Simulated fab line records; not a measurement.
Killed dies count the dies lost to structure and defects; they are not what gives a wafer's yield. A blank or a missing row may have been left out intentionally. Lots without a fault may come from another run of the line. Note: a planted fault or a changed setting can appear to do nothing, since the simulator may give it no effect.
Which tool was responsible?    flow gf180mcu    39 wafers from 13 lots sampled at 4 of the route's 602 steps

## WHAT THE GAUGES SHOWED, per wafer
GF_M4_THK_MEAS_06: measures by xrf. Usual: M4_ALCU_THK typically reads 456 nm, with standard deviation 6.
lot   measured      on             M4_ALCU_THK (nm)  flag
L850  day 22 19:23  film metro-01  449 456 459       
L853  day 23 10:19  film metro-02  454 451 455       
L854  day 24 03:59  film metro-02  467 466 466       
L855  day 24 07:40  film metro-03  454 456 450       
L857  day 24 23:54  film metro-02  449 455 453       
L856  day 25 00:28  film metro-01  464 464 457       
L859  day 25 13:55  film metro-03  442 452 449       
L862  day 26 17:07  film metro-01  450 458 454       
L866  day 27 23:47  film metro-02  454 467 459       
L868  day 28 09:06  film metro-03  447 447 452       
L871  day 29 03:08  film metro-03  447 449 455       
L872  day 29 11:28  film metro-01  459 457 457       
L873  day 29 15:48  film metro-01  464 462 453       

GF_MIM_THK_MEAS_06. Usual: MIM_CVD_05_THK typically reads 42.3 nm, with standard deviation 0.54.
lot   measured      on             MIM_CVD_05_THK (nm)  flag
L850  day 24 19:29  film metro-03  41.8 43.2 42.1       
L853  day 25 08:59  film metro-02  42.6 42.4 42.6       
L854  day 26 01:02  film metro-03  42.0 42.6 42.9       
L855  day 26 05:14  film metro-02  42.1 41.6 42.0       
L857  day 26 20:48  film metro-03  42.1 43.5 43.2       
L856  day 26 21:08  film metro-02  84.5 85.4 85.1       OFF
L859  day 27 10:14  film metro-03  83.9 85.5 85.2       OFF
L862  day 28 12:22  film metro-02  84.4 85.7 85.4       OFF
L866  day 29 18:05  film metro-04  41.6 42.4 43.2       
L868  day 30 03:11  film metro-03  42.8 42.8 42.3       
L871  day 30 19:00  film metro-02  42.2 41.8 42.2       
L872  day 31 03:13  film metro-03  41.4 42.1 42.8       
L873  day 31 06:40  film metro-03  41.4 41.4 41.8       

## WHICH TOOL RAN EACH LOT (tool, then ch and the chambers of the sampled wafers, then the start)
lot   GF_MIM_SPUTTER_02             GF_MIM_CVD_05
L850  pvd sputter-01, day 24 19:18  pecvd-01 ch 0,1, day 24 19:23
L853  pvd sputter-04, day 25 08:52  pecvd-03 ch 0,1,2, day 25 08:58
L854  pvd sputter-01, day 26 00:55  pecvd-01 ch 0,1,2, day 26 01:00
L855  pvd sputter-01, day 26 05:07  pecvd-03 ch 0,1,2, day 26 05:13
L857  pvd sputter-03, day 26 20:40  pecvd-03 ch 0,1,2, day 26 20:45
L856  pvd sputter-04, day 26 20:47  pecvd-01 ch 0,1,2, day 26 20:53
L859  pvd sputter-04, day 27 09:53  pecvd-03 ch 0,1, day 27 09:59
L862  pvd sputter-03, day 28 12:02  pecvd-04 ch 0,1, day 28 12:08
L866  pvd sputter-04, day 29 17:57  pecvd-04 ch 0,1, day 29 18:02
L868  pvd sputter-04, day 30 03:03  pecvd-01 ch 0,1,2, day 30 03:08
L871  pvd sputter-01, day 30 18:53  pecvd-03 ch 0,1,2, day 30 18:58
L872  pvd sputter-01, day 31 03:05  pecvd-01 ch 0,1,2, day 31 03:11
L873  pvd sputter-04, day 31 06:33  pecvd-03 ch 0,1,2, day 31 06:38
- GF_MIM_SPUTTER_02: material AlCu, target thk 450 nm, time 23.9 s.
- GF_MIM_CVD_05: deposits Si3N4, target thk 42 nm, time 29.086 s.

## WHAT THE TOOLS THEMSELVES READ (means of the sampled wafers that have a number; where no wafer has one, the mark that the record gives instead)
GF_MIM_SPUTTER_02. Usual: throttle valve pct 29.9 %, standard deviation 1.2.
lot   tool            throttle valve pct (%)  flag
L850  pvd sputter-01  30.3                    
L853  pvd sputter-04  29.1                    
L854  pvd sputter-01  29.6                    
L855  pvd sputter-01  30.2                    
L857  pvd sputter-03  30.9                    
L856  pvd sputter-04  29.2                    
L859  pvd sputter-04  28.5                    
L862  pvd sputter-03  31.1                    
L866  pvd sputter-04  29.9                    
L868  pvd sputter-04  29.9                    
L871  pvd sputter-01  29.9                    
L872  pvd sputter-01  30.1                    
L873  pvd sputter-04  29.7                    

GF_MIM_CVD_05. Usual: heater power w 648 W, standard deviation 57; rf fwd power W 445.2 W, standard deviation 1.7.
lot   tool      heater power w (W)  rf fwd power W (W)  flag
L850  pecvd-01  655                 446.8               
L853  pecvd-03  622                 443.8               
L854  pecvd-01  692                 445.5               
L855  pecvd-03  620                 444.0               
L857  pecvd-03  669                 446.0               
L856  pecvd-01  694                 446.1               
L859  pecvd-03  631                 443.9               
L862  pecvd-04  639                 444.2               
L866  pecvd-04  632                 444.2               
L868  pecvd-01  705                 445.4               
L871  pecvd-03  648                 446.1               
L872  pecvd-01  702                 445.5               
L873  pecvd-03  638                 444.9               

## THE ANSWER, worked out from the rows above alone
Rule: a lot is off if the mean of its wafers that have a number lies more than 3 standard deviations from the usual mean. Also off: a lot with no number at a reading for which 4 or more lots have one. Where the step has rows for the other lots, those lots are counted as sound. Order of review: gauges by route order, followed by the tools' own readings, for which a lot's mean as printed above is used. The first step at which some lot is off is used, and at that step the reading that is off furthest; a lot without a number counts as furthest.
Off: L856, L859, L862, at GF_MIM_THK_MEAS_06 (MIM_CVD_05_THK).
A tool fits if, at a process step before that reading, it ran every lot that is off, and no sound lot after the first of them. Those tools and the gauges at GF_MIM_THK_MEAS_06 are tried in the same way. Not one of the candidates tried fits.

## WHAT THE SIMULATOR HAD INSERTED
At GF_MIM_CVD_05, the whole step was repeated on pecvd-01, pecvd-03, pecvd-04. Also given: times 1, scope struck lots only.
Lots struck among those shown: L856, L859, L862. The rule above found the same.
